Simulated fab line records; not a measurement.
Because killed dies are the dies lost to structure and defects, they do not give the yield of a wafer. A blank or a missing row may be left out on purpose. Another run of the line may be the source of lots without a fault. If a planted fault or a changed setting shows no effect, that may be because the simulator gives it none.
A lot that was struck, set against a sound lot ; flow sky130 ; 24 steps out of a route of 708
Sound: wafers L248.2, L248.5, L248.6. The struck wafers were L261.1, L261.5, L261.6. The cause is given at the end.
At each step with rows: each side's tool, then ch and its chambers, then its first start. Under that, the readings that differ: sound wafers ; struck wafers ; difference of the means ; sigmas: that difference in standard deviations of wafers without a fault.
alike: readings whose means differ by less than 2 such deviations, and words and numbers that are the same on both sides. not compared: withheld readings, readings that some wafer has no value for, bounds like >300 that may hide the same value, and numbers for which the record gives no deviation and whose values overlap.
A row with sigmas, a row that says differs or no value, or rows on one side alone: a step with any of these is where the two part. Non-overlapping numbers with no deviation appear without sigmas and do not part them. Lack of a reading on every wafer of one side parts them only where that side has two or more wafers.

first, 4 steps without rows for these wafers: SKY_LDD_HVP_SOFTBAKE_03 (time 60 s); SKY_LDD_HVP_EXPOSE_04 (exposes mask HVPTM, target cd 700 nm); SKY_LDD_HVP_PEB_05; SKY_LDD_HVP_DEVELOP_06 (develop time 60 s).
SKY_LDD_HVP_OVL_MEAS_07:
  sound on overlay-01 at day 21 14:31; struck on overlay-02 at day 26 14:05
  alike: LDD_HVP_OVL
then, 1 step without rows for these wafers: SKY_LDD_HVP_IMPLANT_08.
SKY_LDD_HVP_STRIP_09: strips in O2/N2.
  sound on plasmaAsher-02 ch 0,1, day 21 14:42; struck on plasmaAsher-01 ch 0,1, day 26 14:16
  alike: drypumpMotorCurrentA, n2FlowSccm, oesProductAu, stripTimeToEndpointS
  not compared: rfHoursCounterH
SKY_LDD_HVP_TW_MEAS_10:
  sound on filmMetro-01 at day 21 14:49; struck on filmMetro-01 at day 26 14:22
  alike: LDD_HVP_TW
then, 4 steps without rows for these wafers: SKY_LDD_LDN_DEHYDRATE_00 (time 60 s); SKY_LDD_LDN_HMDS_01 (prime time 60 s); SKY_LDD_LDN_COAT_02 (resist thk 1140 nm); SKY_LDD_LDN_SOFTBAKE_03 (time 60 s).
SKY_LDD_LDN_EXPOSE_04: exposes mask LDNTM, target cd 700 nm.
  sound on ilineStepper-02 ch 0, day 22 06:23; struck on ilineStepper-02 ch 0, day 27 04:39
reading;sound;struck;difference;sigmas
mask;LDNTM#0 LDNTM#0 LDNTM#0;PSDM#0 PSDM#0 PSDM#0;differs;
then, 2 steps without rows for these wafers: SKY_LDD_LDN_PEB_05; SKY_LDD_LDN_DEVELOP_06 (develop time 60 s).
SKY_LDD_LDN_OVL_MEAS_07:
  sound on overlay-02 at day 22 22:03; struck on overlay-01 at day 27 18:45
reading;sound;struck;difference;sigmas
LDD_LDN_OVL (nm);-0.8 -3.2 1.4;- - -;no value on the struck wafers;
then, 4 steps without rows for these wafers: SKY_LDD_LDN_IMPLANT_08; SKY_LDD_LDN_IMPLANT_09; SKY_LDD_LDN_IMPLANT_10; SKY_LDD_LDN_IMPLANT_11.
SKY_LDD_LDN_STRIP_12: strips in O2/N2.
  sound on plasmaAsher-01 ch 0,1, day 22 22:41; struck on plasmaAsher-04 ch 0,1, day 27 19:23
reading;sound;struck;difference;sigmas
n2FlowSccm (sccm);301.1 301.8 300.1;298.9 298.9 299.6;-1.9;-2
  alike: drypumpMotorCurrentA, oesProductAu, stripTimeToEndpointS
  not compared: rfHoursCounterH
SKY_LDD_LDN_TW_MEAS_13:
  sound on filmMetro-02 at day 22 22:47; struck on filmMetro-03 at day 27 19:29
reading;sound;struck;difference;sigmas
LDD_LDN_TW;1491 1494 1488;30 30 31;-1461;-99 or more
then, 1 step without rows for these wafers: SKY_LDD_LDN_CLEAN_14 (cleans in SC1/SC2, time 150 s).
-- here the record skips 21 days between the struck wafers' starts before and after, leaving off in module LDD_LDN and picking up in module PAD_OPEN (first step shown: number 708 of the route) --
SKY_PAD_OPEN_PROBE_99:
  sound on prober-02 at day 45 22:19; struck on prober-02 at day 49 05:07
reading;sound;struck;difference;sigmas
killedAtFrontEnd;23 17 20;425 434 429;+409;+89
killedAtOther;0 4 0;0 0 0;-1;-2
killedDies;89 86 90;492 492 492;+404;+44
killedOnRim;20 14 17;96 96 96;+79;+21
model.etest.pfet_01v8.rOnOhmUm;2911 2963 2990;1.064e+04 9567 8906;+6.750e+03;
model.etest.pfetG5v0d10v5.rOnOhmUm;4764 4748 4812;4857 4865 4871;+90;
model.etest.pfet_01v8.driveUaUm;189.3 188.5 184.3;51.65 56.71 60.79;-130.98;
model.etest.pfet_01v8_hvt.driveUaUm;141.8 138.7 136.5;32.5 36.58 38.54;-103.1;
model.etest.sramPfetLatch.driveUaUm;147 144.9 136.2;34.38 37.02 38.82;-105.96;
model.etest.pfet_01v8_mvt.driveUaUm;147.5 146.8 145.6;62.84 67.16 69.94;-79.99;
model.etest.pfet_01v8_lvt.driveUaUm;174.5 175 172.5;98.61 102.9 106.7;-71.26;
model.etest.resPdiff.lineOhmUm;1356 1320 1328;1431 1394 1418;+80;
  alike: killed_at_M0_to_M3, killed_at_M4_up, killedAtContacts, killedOpen, killedShort

== WHERE THEY PART ==
Earliest at SKY_LDD_LDN_EXPOSE_04; latest, in this record, at SKY_PAD_OPEN_PROBE_99.

WHY: whatever the simulator had introduced
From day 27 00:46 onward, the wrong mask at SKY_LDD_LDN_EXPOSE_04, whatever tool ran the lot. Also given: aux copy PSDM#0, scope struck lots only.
